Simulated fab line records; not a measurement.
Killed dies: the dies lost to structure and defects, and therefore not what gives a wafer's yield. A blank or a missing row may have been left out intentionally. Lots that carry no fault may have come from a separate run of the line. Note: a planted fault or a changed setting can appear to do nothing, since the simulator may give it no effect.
fab line records	flow sky130
record: lots: 15	wafers: 42	last-day: 51
route steps=708 shown METAL1@435 VIA1@481 METAL2@485
lots that met no fault: taken from a fault-free run of the same line
start-h: hours from the record's opening day to when the first of the lot's shown wafers began	wait-h: hours since the lot's step before	" unchanged from the row above	L1.1+2: one row covering several wafers at once	- value missing, or start not given	* or withheld: withheld	< > ~ a bound
route shown NAME@n: NAME is a module with steps in the file, n the number in the route of the first one	usual: mean/standard deviation of fault-free wafers	same: alike in all rows	chamber/n: place in a boat	sites: readings site by site	_std_site: how widely they spread, as a standard deviation	_edge_site: the outer-site mean with the inner-site mean subtracted	radius-mm: for every site, how far away it sits from the centre of the wafer	mask NAME#n: copy n	behind: the tool/chamber that last shaped the wafer	hold: why the lot went on hold/how many hours it stayed there/how the hold came to an end	device: the transistor (n, p or np) that didn't switch	end of line: the route-end tests of the same wafers	step lacking rows: just its recipe	killed: not the wafer's yield, but the dies lost to structure and defects at the first sort	map: shows each die of a wafer: x if killed, . if not, _ if none is there
set.NAME: the setting as run; set.NAME@STEP: as run at that earlier step	model.NAME: the simulator's own value behind a step, which no gauge read
a sample of lots followed through the steps of the route, with each step as a table and each wafer as a row
services: when a tool's chamber went out of use (start-h, in hours from the record's first day, below 0 if earlier), for how many hours, and the reason
== steps ==
step: SKY_METAL1_SPUTTER_01
recipe: material: TiN	target-thk-nm: 20	power-w: 6500	time-s: 16.7	chamber-pressure-pa: 0.4
usual: throttle-valve-pct: 30.0/0.66
lot.wafer	tool	chamber	start-h	wait-h	throttle-valve-pct
L593.1	pvd-sputter-01	-	739.35	0.0	31.1
L593.3	"	-	"	"	29.5
L593.6	"	-	"	"	29.7
L594.2	pvd-sputter-04	-	744.79	0.0	30.6
L594.3	"	-	"	"	28.8
L594.4	"	-	"	"	29.1
L595.1	pvd-sputter-04	-	756.45	0.0	29.2
L595.3	"	-	"	"	30.5
L595.5	"	-	"	"	29.3
L598.2	pvd-sputter-01	-	778.85	0.0	30.3
L598.5	"	-	"	"	30.9
L598.6	"	-	"	"	30.0
L603.5	pvd-sputter-03	-	826.52	0.0	29.9
L603.6	"	-	"	"	30.2
L604.1	pvd-sputter-04	-	831.20	0.0	30.8
L604.5	"	-	"	"	30.6
L606.1	pvd-sputter-03	-	843.91	0.0	30.4
L606.2	"	-	"	"	30.3
L607.2	pvd-sputter-04	-	854.16	0.0	30.7
L607.3	"	-	"	"	29.2
L607.5	"	-	"	"	29.2
L608.2	pvd-sputter-04	-	866.95	0.0	30.8
L608.3	"	-	"	"	29.4
L608.5	"	-	"	"	30.6
L610.1	pvd-sputter-04	-	874.90	0.0	28.3
L610.4	"	-	"	"	29.1
L610.5	"	-	"	"	28.9
L612.2	pvd-sputter-03	-	893.02	0.0	30.2
L612.4	"	-	"	"	30.8
L612.6	"	-	"	"	30.2
L613.1	pvd-sputter-01	-	908.76	0.0	30.2
L613.2	"	-	"	"	29.3
L613.6	"	-	"	"	29.7
L614.1	pvd-sputter-03	-	916.50	0.0	30.5
L614.4	"	-	"	"	30.1
L614.5	"	-	"	"	30.4
L615.1	pvd-sputter-04	-	918.87	0.0	30.7
L615.3	"	-	"	"	29.2
L615.6	"	-	"	"	28.8
L616.4	pvd-sputter-04	-	927.51	0.0	30.5
L616.5	"	-	"	"	29.5
L616.6	"	-	"	"	29.6
step: SKY_VIA1_THK_MEAS_23
recipe: thk-meas-gauge: xrf	reads: W_of_VIA1_CVD_21
usual: VIA1_W_THK: 273/6.1
lot.wafer	tool	chamber	start-h	wait-h	VIA1_W_THK[nm]
L593.1	film-metro-03	-	797.33	0.1	269
L593.3	"	-	"	"	283
L593.6	"	-	"	"	273
L594.2	film-metro-04	-	802.64	0.1	264
L594.3	"	-	"	"	262
L594.4	"	-	"	"	269
L595.1	film-metro-03	-	813.63	0.1	277
L595.3	"	-	"	"	269
L595.5	"	-	"	"	270
L598.2	film-metro-04	-	834.29	0.1	262
L598.5	"	-	"	"	264
L598.6	"	-	"	"	272
L603.5	film-metro-02	-	883.99	0.1	277
L603.6	"	-	"	"	274
L604.1	film-metro-04	-	887.38	0.1	268
L604.5	"	-	"	"	270
L606.1	film-metro-02	-	900.36	0.1	269
L606.2	"	-	"	"	286
L607.2	film-metro-02	-	909.52	0.1	275
L607.3	"	-	"	"	276
L607.5	"	-	"	"	268
L608.2	film-metro-02	-	921.14	0.1	276
L608.3	"	-	"	"	265
L608.5	"	-	"	"	271
L610.1	film-metro-04	-	929.03	0.1	267
L610.4	"	-	"	"	271
L610.5	"	-	"	"	264
L612.2	film-metro-02	-	946.86	0.1	272
L612.4	"	-	"	"	268
L612.6	"	-	"	"	269
L613.1	film-metro-02	-	961.58	0.1	275
L613.2	"	-	"	"	270
L613.6	"	-	"	"	277
L614.1	film-metro-04	-	969.15	0.1	282
L614.4	"	-	"	"	280
L614.5	"	-	"	"	280
L615.1	film-metro-03	-	971.58	0.1	271
L615.3	"	-	"	"	275
L615.6	"	-	"	"	272
L616.4	film-metro-02	-	979.79	0.1	268
L616.5	"	-	"	"	269
L616.6	"	-	"	"	265
step: SKY_METAL2_SPUTTER_02
recipe: material: AlCu	target-thk-nm: 250	power-w: 10600	time-s: 13.3	chamber-pressure-pa: 0.4
usual: throttle-valve-pct: 29.5/1
lot.wafer	tool	chamber	start-h	wait-h	throttle-valve-pct
L593.1	pvd-sputter-01	-	797.73	0.0	29.5
L593.3	"	-	"	"	30.5
L593.6	"	-	"	"	30.9
L594.2	pvd-sputter-04	-	803.03	0.0	29.7
L594.3	"	-	"	"	30.4
L594.4	"	-	"	"	29.4
L595.1	pvd-sputter-02	-	814.03	0.0	28.2
L595.3	"	-	"	"	30.0
L595.5	"	-	"	"	28.5
L598.2	pvd-sputter-01	-	834.69	0.0	30.5
L598.5	"	-	"	"	30.5
L598.6	"	-	"	"	29.4
L603.5	pvd-sputter-02	-	884.37	0.0	28.5
L603.6	"	-	"	"	27.3
L604.1	pvd-sputter-02	-	887.79	0.0	27.1
L604.5	"	-	"	"	27.0
L606.1	pvd-sputter-02	-	900.77	0.0	30.1
L606.2	"	-	"	"	27.0
L607.2	pvd-sputter-04	-	909.92	0.0	29.4
L607.3	"	-	"	"	29.4
L607.5	"	-	"	"	28.8
L608.2	pvd-sputter-04	-	921.54	0.0	30.7
L608.3	"	-	"	"	28.6
L608.5	"	-	"	"	30.7
L610.1	pvd-sputter-04	-	929.43	0.0	28.4
L610.4	"	-	"	"	29.2
L610.5	"	-	"	"	28.7
L612.2	pvd-sputter-04	-	947.38	0.0	28.9
L612.4	"	-	"	"	29.1
L612.6	"	-	"	"	28.8
L613.1	pvd-sputter-04	-	961.99	0.0	28.7
L613.2	"	-	"	"	29.3
L613.6	"	-	"	"	30.7
L614.1	pvd-sputter-04	-	969.56	0.0	29.7
L614.4	"	-	"	"	30.7
L614.5	"	-	"	"	29.5
L615.1	pvd-sputter-01	-	971.99	0.0	29.8
L615.3	"	-	"	"	30.0
L615.6	"	-	"	"	30.1
L616.4	pvd-sputter-01	-	980.16	0.0	30.2
L616.5	"	-	"	"	29.4
L616.6	"	-	"	"	30.2
step: SKY_METAL2_RS_MEAS_05
recipe: thk-meas-gauge: four-point-probe	reads: TiN_of_METAL2_SPUTTER_04+Ti_of_METAL2_SPUTTER_03+AlCu_of_METAL2_SPUTTER_02+TiN_of_METAL2_SPUTTER_01+Ti_of_METAL2_SPUTTER_00
usual: METAL2_ALCU_RS: 0.1262/0.0015
lot.wafer	tool	chamber	start-h	wait-h	METAL2_ALCU_RS[ohm/sq]
L593.1	film-metro-01	-	797.82	0.0	0.1244
L593.3	"	-	"	"	0.1244
L593.6	"	-	"	"	0.1241
L594.2	film-metro-01	-	803.14	0.0	0.1249
L594.3	"	-	"	"	0.1265
L594.4	"	-	"	"	0.1266
L595.1	film-metro-01	-	814.13	0.0	0.1241
L595.3	"	-	"	"	0.1241
L595.5	"	-	"	"	0.1241
L598.2	film-metro-01	-	834.80	0.0	0.1250
L598.5	"	-	"	"	0.1256
L598.6	"	-	"	"	0.1263
L603.5	film-metro-01	-	884.53	0.1	0.1256
L603.6	"	-	"	"	0.0765
L604.1	film-metro-03	-	887.88	0.0	0.0762
L604.5	"	-	"	"	0.1250
L606.1	film-metro-01	-	900.86	0.0	0.0763
L606.2	"	-	"	"	0.1237
L607.2	film-metro-02	-	910.03	0.0	0.1273
L607.3	"	-	"	"	0.1287
L607.5	"	-	"	"	0.1281
L608.2	film-metro-02	-	921.65	0.0	0.1281
L608.3	"	-	"	"	0.1261
L608.5	"	-	"	"	0.1283
L610.1	film-metro-02	-	929.53	0.0	0.1269
L610.4	"	-	"	"	0.1268
L610.5	"	-	"	"	0.1278
L612.2	film-metro-03	-	947.49	0.0	0.1266
L612.4	"	-	"	"	0.1264
L612.6	"	-	"	"	0.1265
L613.1	film-metro-02	-	962.08	0.0	0.1253
L613.2	"	-	"	"	0.1258
L613.6	"	-	"	"	0.1280
L614.1	film-metro-03	-	969.65	0.0	0.1277
L614.4	"	-	"	"	0.1289
L614.5	"	-	"	"	0.1275
L615.1	film-metro-02	-	972.08	0.0	0.1268
L615.3	"	-	"	"	0.1265
L615.6	"	-	"	"	0.1255
L616.4	film-metro-01	-	980.32	0.1	0.1274
L616.5	"	-	"	"	0.1286
L616.6	"	-	"	"	0.1271
step: SKY_METAL2_THK_MEAS_06
recipe: thk-meas-gauge: xrf	reads: AlCu_of_METAL2_SPUTTER_02
usual: METAL2_ALCU_THK: 254/3.1
lot.wafer	tool	chamber	start-h	wait-h	METAL2_ALCU_THK[nm]
L593.1	film-metro-01	-	797.94	0.1	257
L593.3	"	-	"	"	260
L593.6	"	-	"	"	258
L594.2	film-metro-01	-	803.25	0.1	257
L594.3	"	-	"	"	255
L594.4	"	-	"	"	252
L595.1	film-metro-01	-	814.25	0.1	258
L595.3	"	-	"	"	260
L595.5	"	-	"	"	259
L598.2	film-metro-01	-	834.91	0.1	255
L598.5	"	-	"	"	254
L598.6	"	-	"	"	253
L603.5	film-metro-01	-	884.61	0.1	256
L603.6	"	-	"	"	417
L604.1	film-metro-03	-	888.00	0.1	416
L604.5	"	-	"	"	254
L606.1	film-metro-01	-	900.98	0.1	415
L606.2	"	-	"	"	263
L607.2	film-metro-02	-	910.14	0.1	252
L607.3	"	-	"	"	250
L607.5	"	-	"	"	250
L608.2	film-metro-02	-	921.76	0.1	249
L608.3	"	-	"	"	253
L608.5	"	-	"	"	249
L610.1	film-metro-02	-	929.65	0.1	252
L610.4	"	-	"	"	251
L610.5	"	-	"	"	250
L612.2	film-metro-03	-	947.60	0.1	252
L612.4	"	-	"	"	256
L612.6	"	-	"	"	252
L613.1	film-metro-02	-	962.20	0.1	254
L613.2	"	-	"	"	253
L613.6	"	-	"	"	252
L614.1	film-metro-03	-	969.77	0.1	252
L614.4	"	-	"	"	250
L614.5	"	-	"	"	250
L615.1	film-metro-02	-	972.20	0.1	251
L615.3	"	-	"	"	253
L615.6	"	-	"	"	255
L616.4	film-metro-01	-	980.41	0.1	250
L616.5	"	-	"	"	250
L616.6	"	-	"	"	252
step: SKY_METAL2_METAL_ETCH_19
recipe: target-depth-a: 3600	stop-on: SiO2	over-etch-frac: 0.3	time-s: 78	chemistry: Cl2/BCl3	resist-sidewall-deg: 88	pressure-mtorr: 10	icp-w: 900	bias-w: 48.5	Cl2_flow_sccm: 60	bcl3-flow-sccm: 30
usual: drypump-motor-current-A: 5.7/0.34	oes-product-au: 0.856/0.006	throttle-valve-pct: 22.265/0.0094
lot.wafer	tool	chamber	start-h	wait-h	drypump-motor-current-A	oes-product-au	rf-hours-counter-h	throttle-valve-pct
L593.1	rie-metal-04	0	825.56	0.0	5.5	0.868	11	22.266
L593.3	"	0	"	"	5.5	0.855	-	22.267
L593.6	"	0	"	"	5.5	0.860	-	22.260
L594.2	rie-metal-03	1	830.42	0.0	6.3	0.854	3	22.261
L594.3	"	1	"	"	6.3	0.850	-	22.277
L594.4	"	0	"	"	5.4	0.857	-	22.237
L595.1	rie-metal-01	0	841.06	0.0	5.7	0.862	7	22.243
L595.3	"	1	"	"	5.9	0.859	-	22.261
L595.5	"	1	"	"	5.9	0.867	-	22.260
L598.2	rie-metal-03	1	861.42	0.0	6.3	0.857	4	22.264
L598.5	"	0	"	"	5.5	0.862	-	22.255
L598.6	"	1	"	"	6.3	0.864	-	22.271
L603.5	rie-metal-03	0	911.38	0.1	5.5	0.853	-	22.263
L603.6	"	1	"	"	6.3	1.002	-	22.268
L604.1	rie-metal-01	0	913.97	0.0	5.7	1.007	10	22.273
L604.5	"	0	"	"	5.7	0.858	-	22.289
L606.1	rie-metal-03	0	926.02	0.0	5.5	0.983	17	22.269
L606.2	"	1	"	"	6.3	0.855	8	22.244
L607.2	rie-metal-04	0	935.42	0.0	5.5	0.846	15	22.266
L607.3	"	1	"	"	5.2	0.852	-	22.255
L607.5	"	1	"	"	5.2	0.846	-	22.275
L608.2	rie-metal-03	0	946.72	0.0	5.5	0.848	18	22.273
L608.3	"	1	"	"	6.3	0.862	-	22.263
L608.5	"	0	"	"	5.5	0.848	-	22.260
L610.1	rie-metal-03	0	954.06	0.0	5.5	0.865	18	22.257
L610.4	"	0	"	"	5.5	0.859	-	22.272
L610.5	"	0	"	"	5.5	0.860	-	22.251
L612.2	rie-metal-01	1	972.67	0.0	5.8	0.859	16	22.273
L612.4	"	1	"	"	5.8	0.860	-	22.265
L612.6	"	0	"	"	5.7	0.853	-	22.272
L613.1	rie-metal-04	0	986.42	0.0	5.5	0.854	17	22.247
L613.2	"	1	"	"	5.2	0.855	12	22.268
L613.6	"	1	"	"	5.2	0.842	-	22.289
L614.1	rie-metal-04	0	994.46	0.0	5.5	0.854	17	22.265
L614.4	"	1	"	"	5.2	0.850	-	22.263
L614.5	"	0	"	"	5.5	0.860	-	22.268
L615.1	rie-metal-04	1	996.62	0.0	5.2	0.859	12	22.251
L615.3	"	0	"	"	5.5	0.862	-	22.270
L615.6	"	0	"	"	5.4	0.860	-	22.268
L616.4	rie-metal-01	1	1004.40	0.1	5.8	0.860	-	22.276
L616.5	"	1	"	"	5.8	0.852	-	22.261
L616.6	"	0	"	"	5.7	0.854	-	22.276
step: SKY_METAL2_STRIP_20
recipe: chemistry: O2/N2	power-w: 1400	pressure-mtorr: 1500	platen-temp-c: withheld	o2-flow-sccm: 3000	n2-flow-sccm: 300	overash-fraction: 0.5
usual: drypump-motor-current-A: 5.2/0.45	oes-product-au: 0.342/0.0048	strip-time-to-endpoint-s: 2.68/0.052
lot.wafer	tool	chamber	start-h	wait-h	drypump-motor-current-A	oes-product-au	rf-hours-counter-h	strip-time-to-endpoint-s
L593.1	plasma-asher-01	0	825.65	0.1	5.9	0.334	69	2.62
L593.3	"	0	"	"	5.9	0.334	-	2.64
L593.6	"	1	"	"	4.6	0.347	-	2.65
L594.2	plasma-asher-04	1	830.51	0.1	5.2	0.349	9	2.74
L594.3	"	1	"	"	5.2	0.343	-	2.75
L594.4	"	0	"	"	4.9	0.349	-	2.73
L595.1	plasma-asher-04	1	841.15	0.1	5.2	0.338	10	2.69
L595.3	"	1	"	"	5.2	0.340	-	2.61
L595.5	"	1	"	"	5.2	0.341	-	2.61
L598.2	plasma-asher-01	0	861.51	0.1	5.9	0.344	73	2.74
L598.5	"	1	"	"	4.6	0.344	-	2.72
L598.6	"	0	"	"	5.9	0.356	-	2.75
L603.5	plasma-asher-02	1	911.47	0.1	5.4	0.339	-	2.72
L603.6	"	0	"	"	5.1	0.344	-	2.72
L604.1	plasma-asher-04	1	914.06	0.1	5.2	0.340	18	2.66
L604.5	"	1	"	"	5.2	0.335	-	2.64
L606.1	plasma-asher-01	1	926.11	0.1	4.6	0.348	79	2.68
L606.2	"	0	"	"	5.9	0.337	79	2.69
L607.2	plasma-asher-04	1	935.51	0.1	5.2	0.337	20	2.63
L607.3	"	0	"	"	4.9	0.342	-	2.74
L607.5	"	1	"	"	5.2	0.352	-	2.71
L608.2	plasma-asher-01	1	946.81	0.1	4.7	0.346	81	2.75
L608.3	"	0	"	"	5.9	0.342	-	2.73
L608.5	"	1	"	"	4.6	0.346	-	2.71
L610.1	plasma-asher-04	1	954.15	0.1	5.2	0.352	21	2.78
L610.4	"	1	"	"	5.2	0.342	-	2.76
L610.5	"	1	"	"	5.2	0.344	-	2.77
L612.2	plasma-asher-04	1	972.76	0.1	5.2	0.347	23	2.64
L612.4	"	0	"	"	4.9	0.344	-	2.57
L612.6	"	0	"	"	4.9	0.339	-	2.67
L613.1	plasma-asher-01	1	986.51	0.1	4.6	0.338	85	2.59
L613.2	"	0	"	"	5.9	0.342	85	2.69
L613.6	"	0	"	"	5.9	0.342	-	2.72
L614.1	plasma-asher-04	1	994.55	0.1	5.2	0.332	25	2.64
L614.4	"	1	"	"	5.2	0.343	-	2.72
L614.5	"	0	"	"	4.9	0.339	-	2.61
L615.1	plasma-asher-04	0	996.71	0.1	4.9	0.347	26	2.71
L615.3	"	0	"	"	4.9	0.347	-	2.66
L615.6	"	1	"	"	5.2	0.341	-	2.63
L616.4	plasma-asher-02	1	1004.49	0.1	5.4	0.335	-	2.67
L616.5	"	0	"	"	5.1	0.347	-	2.65
L616.6	"	1	"	"	5.4	0.347	-	2.74
== services ==
tool	chamber	start-h	hours	kind
plasma-asher-01	-	723.63	6.1	repair
plasma-asher-04	-	733.75	9.0	pm
plasma-asher-04	0	733.75	9.0	vent-cycle
plasma-asher-04	1	733.75	9.0	vent-cycle
rie-metal-03	1	733.84	-	clean
rie-metal-03	1	733.84	23.1	scheduled-down
plasma-asher-04	0	742.75	-	clean
plasma-asher-04	1	742.75	-	clean
rie-metal-04	0	749.16	14.2	repair
plasma-asher-02	-	752.37	9.5	pm
pvd-sputter-01	-	756.69	4.0	repair
pvd-sputter-01	-	786.14	1.7	repair
plasma-asher-01	-	805.76	2.8	pm
plasma-asher-01	-	833.46	3.6	repair
rie-metal-04	-	842.63	0.7	repair
pvd-sputter-01	-	853.43	13.4	repair
pvd-sputter-02	-	863.63	7.7	repair
pvd-sputter-03	-	867.32	3.9	repair
rie-metal-04	0	882.02	5.4	repair
plasma-asher-02	-	907.05	1.3	repair
pvd-sputter-01	-	921.39	1.7	repair
rie-metal-04	-	950.01	14.6	pm
pvd-sputter-03	-	965.07	5.4	repair
pvd-sputter-01	-	967.40	4.0	repair
== key ==
first-sign: step: SKY_METAL2_RS_MEAS_05	reading: METAL2_ALCU_RS	direction: down	sigmas: 34	usual: 0.1262	struck: 0.0764
effect: step: SKY_METAL2_THK_MEAS_06	reading: METAL2_ALCU_THK	direction: up	sigmas: 52	usual: 254	struck: 416
effect: step: SKY_METAL2_METAL_ETCH_19	reading: oes-product-au	direction: up	sigmas: 24	usual: 0.856	struck: 0.997
met-at SKY_METAL2_SPUTTER_02
struck-lots L603,L604,L606
struck-wafers L603.6,L604.1,L606.1
later-rows-left-out L603.6,L604.1,L606.1
sort-left-out L603.6,L604.1,L606.1
not-acting-at SKY_METAL1_SPUTTER_01,SKY_VIA1_THK_MEAS_23,SKY_METAL2_STRIP_20
onset-between 814.03 884.37
fault: kind: process-parameter-drift	tool: pvd-sputter-02	chamber: -	onset-h: 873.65	steps: SKY_METAL2_SPUTTER_02	channel: target-thk-nm	offset: 157.3	shape: step	end-h: 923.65	scope: struck-wafers-only	acts-in: these-recipes-only	stated: 250
sort-left-out: the simulated sort isn't trusted on such a fault, so these wafers' sort isn't shown, and their yield isn't known
later-rows-left-out: the simulator's readings of these wafers behind a module that went badly wrong aren't trusted and aren't shown, but for the sort
